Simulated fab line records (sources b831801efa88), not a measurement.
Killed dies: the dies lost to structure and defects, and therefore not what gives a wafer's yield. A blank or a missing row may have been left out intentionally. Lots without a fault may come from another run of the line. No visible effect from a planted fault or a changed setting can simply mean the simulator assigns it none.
2 desks looking at one fault | flow sky130 | only its own numbers are on each desk; what lay behind them is given at the end

== AT THE METROLOGY DESK ==
Lot by lot, what the gauges showed, no matter which tool ran the lot: averages of those sampled wafers that carry a number. A lot is out of limits, marked OUT, if its mean lies more than 4 standard deviations from the usual mean; the brackets give that distance.
Columns: A = NWELL_OXIDATION_THK at SKY_NWELL_THK_MEAS_02, usual 10.03 nm; B = cd nm at SKY_POLY_CUT_CD_MEAS_08, usual 269.4 nm; C = LI_CONTACT_OVL at SKY_LI_CONTACT_OVL_MEAS_13, usual -2 nm
lot  | first seen here | A     | B     | C
L614 | day 2 14:07     | 10.21 | 268.7 | 3
L615 | day 2 18:36     | 10.12 | 267.6 | 0
L616 | day 2 23:01     | 10.13 | 270.6 | -4
L625 | day 4 22:26     | 10.41 | 269.3 | -2
L628 | day 5 12:10     | 9.92  | 268.5 | -2
L629 | day 5 20:24     | 10.06 | 270.1 | 2
L630 | day 6 00:53     | 10.06 | 269.3 | -15
L632 | day 6 09:25     | 9.85  | 266.6 | 5
L633 | day 6 15:58     | 9.93  | 271.6 | -4
L634 | day 6 21:46     | 10.01 | 269.1 | 6
L636 | day 7 09:21     | 10.04 | 269.0 | 7
L637 | day 7 16:48     | 10.02 | 269.4 | -2
This desk's finding: nothing out of limits on any of the 12 lots.

== THE TOOL OWNER'S DESK: implanter-02 ==
For each lot that ran on this tool, the mean over its sampled wafers that have a number, from the tool's own readings at SKY_LDD_N_IMPLANT_10. A lot is out of limits, marked OUT, if its mean lies more than 4 standard deviations from the usual mean; the brackets give that distance.
Columns: A = beam on s at SKY_LDD_N_IMPLANT_10, usual 10.09 s; B = dose ions cm2 at SKY_LDD_N_IMPLANT_10, usual 7.5e+13; C = faraday current uA at SKY_LDD_N_IMPLANT_10, usual 419; D = rotation deg at SKY_LDD_N_IMPLANT_10, usual 203.01 degrees
lot  | first seen here | A               | B       | C             | D
L615 | day 18 01:56    | 10.28           | 7.5e+13 | 412           | 203.03
L616 | day 18 14:58    | 10.39           | 7.5e+13 | 406           | 202.99
L625 | day 22 12:33    | 8.01 (-9.0) OUT | 7.5e+13 | 529 (+12) OUT | 203.01
L628 | day 23 06:24    | 8.05 (-8.9) OUT | 7.5e+13 | 525 (+11) OUT | 203.00
L629 | day 23 18:00    | 7.86 (-9.7) OUT | 7.5e+13 | 537 (+12) OUT | 202.99
This desk's finding: out of limits on L625, L628, L629; first on L625, day 22 12:33 (beam on s at SKY_LDD_N_IMPLANT_10). Within limits: L615, L616.

== TAKEN TOGETHER ==
At day 22 12:33, on L625, L628, L629, the tool owner's desk was in a position to raise an alarm.
Nothing out of limits was seen by the metrology desk.
The metrology desk has L625, L628, L629 on record, within its limits.
On implanter-02, each named lot ran SKY_LDD_N_IMPLANT_10.

== WHAT HAD BEEN PUT IN BY THE SIMULATOR ==
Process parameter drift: implanter-02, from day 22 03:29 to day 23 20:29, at SKY_LDD_N_IMPLANT_10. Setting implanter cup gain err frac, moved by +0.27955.
Lots struck among those shown: L625, L628, L629.
How many hours passed from the start of the fault until each desk's first out-of-limits reading: the tool owner's desk, 9.
